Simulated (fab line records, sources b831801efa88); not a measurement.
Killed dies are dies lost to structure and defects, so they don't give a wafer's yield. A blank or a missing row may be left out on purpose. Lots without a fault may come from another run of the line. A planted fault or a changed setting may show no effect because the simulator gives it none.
One fault seen from 2 desks | flow sky130 | each desk has only its own numbers; what lay behind them comes last

THE TOOL OWNER'S DESK: pvd_sputter-03
The tool's own readings at SKY_CAP2M_SPUTTER_02 (material TiN, target thk 200 nm, time 166.7 s): means of the sampled wafers that have a number, for each lot that ran on this tool. A lot is out of limits, marked OUT, if its mean lies more than 4 standard deviations from the usual mean; the brackets give that distance.
Columns: A = cathode_dc_power_W at SKY_CAP2M_SPUTTER_02, usual 6500.0 W; B = throttle_valve_pct at SKY_CAP2M_SPUTTER_02, usual 29.6 %
lot  | first seen here | A                        | B
L457 | day 39 14:20    | 6499.7                   | 28.8
L460 | day 40 12:57    | 6498.9                   | 29.6
L465 | day 42 03:19    | 6499.9                   | 30.3
L469 | day 42 23:08    | 5650.6 (-99 or more) OUT | 29.3
L472 | day 43 17:04    | 5650.5 (-99 or more) OUT | 28.9
This desk's finding: out of limits on L469, L472; first on L469, day 42 23:08 (cathode_dc_power_W at SKY_CAP2M_SPUTTER_02). In limits: L457, L460, L465.

THE METROLOGY DESK
What the gauges read, lot by lot, whatever tool the lot ran on: means of the sampled wafers that have a number. A lot is out of limits, marked OUT, if its mean lies more than 4 standard deviations from the usual mean; the brackets give that distance.
Columns: A = VIA3_OVL at SKY_VIA3_OVL_MEAS_13, usual -3 nm; B = CAP2M_TIN_RS at SKY_CAP2M_RS_MEAS_03, usual 6.94 ohm/sq; C = CAP2M_TIN_THK at SKY_CAP2M_THK_MEAS_04, usual 200.4 nm
lot  | first seen here | A  | B              | C
L457 | day 39 12:40    | -5 | 6.89           | 199.8
L459 | day 40 04:47    | 1  | 6.86           | 203.9
L460 | day 40 11:20    | -3 | 6.93           | 200.7
L462 | day 41 10:11    | 1  | 6.99           | 198.0
L465 | day 42 01:40    | -5 | 6.84           | 202.0
L469 | day 42 21:31    | 2  | 8.12 (+14) OUT | 171.5 (-11) OUT
L472 | day 43 15:26    | -5 | 8.07 (+14) OUT | 174.0 (-10) OUT
L473 | day 45 00:55    | -1 | 6.92           | 200.3
L477 | day 45 05:41    | -9 | 7.11           | 195.2
L480 | day 45 20:11    | -9 | 6.88           | 201.4
This desk's finding: out of limits on L469, L472; first on L469, day 42 23:17 (CAP2M_TIN_RS at SKY_CAP2M_RS_MEAS_03). In limits: L457, L459, L460, L462, L465, L473, L477, L480.

PUT TOGETHER
The tool owner's desk could have raised an alarm at day 42 23:08, on L469, L472.
The metrology desk could have raised an alarm at day 42 23:17, on L469, L472.
Of the lots named, all ran SKY_CAP2M_SPUTTER_02 on pvd_sputter-03.

WHAT THE SIMULATOR HAD PUT IN
Process parameter drift: pvd_sputter-03, from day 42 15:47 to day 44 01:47, at SKY_CAP2M_SPUTTER_02. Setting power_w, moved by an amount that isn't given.
Lots struck among those shown: L469, L472.
Hours from the fault's start to each desk's first reading out of limits: the tool owner's desk, 7; the metrology desk, 8.
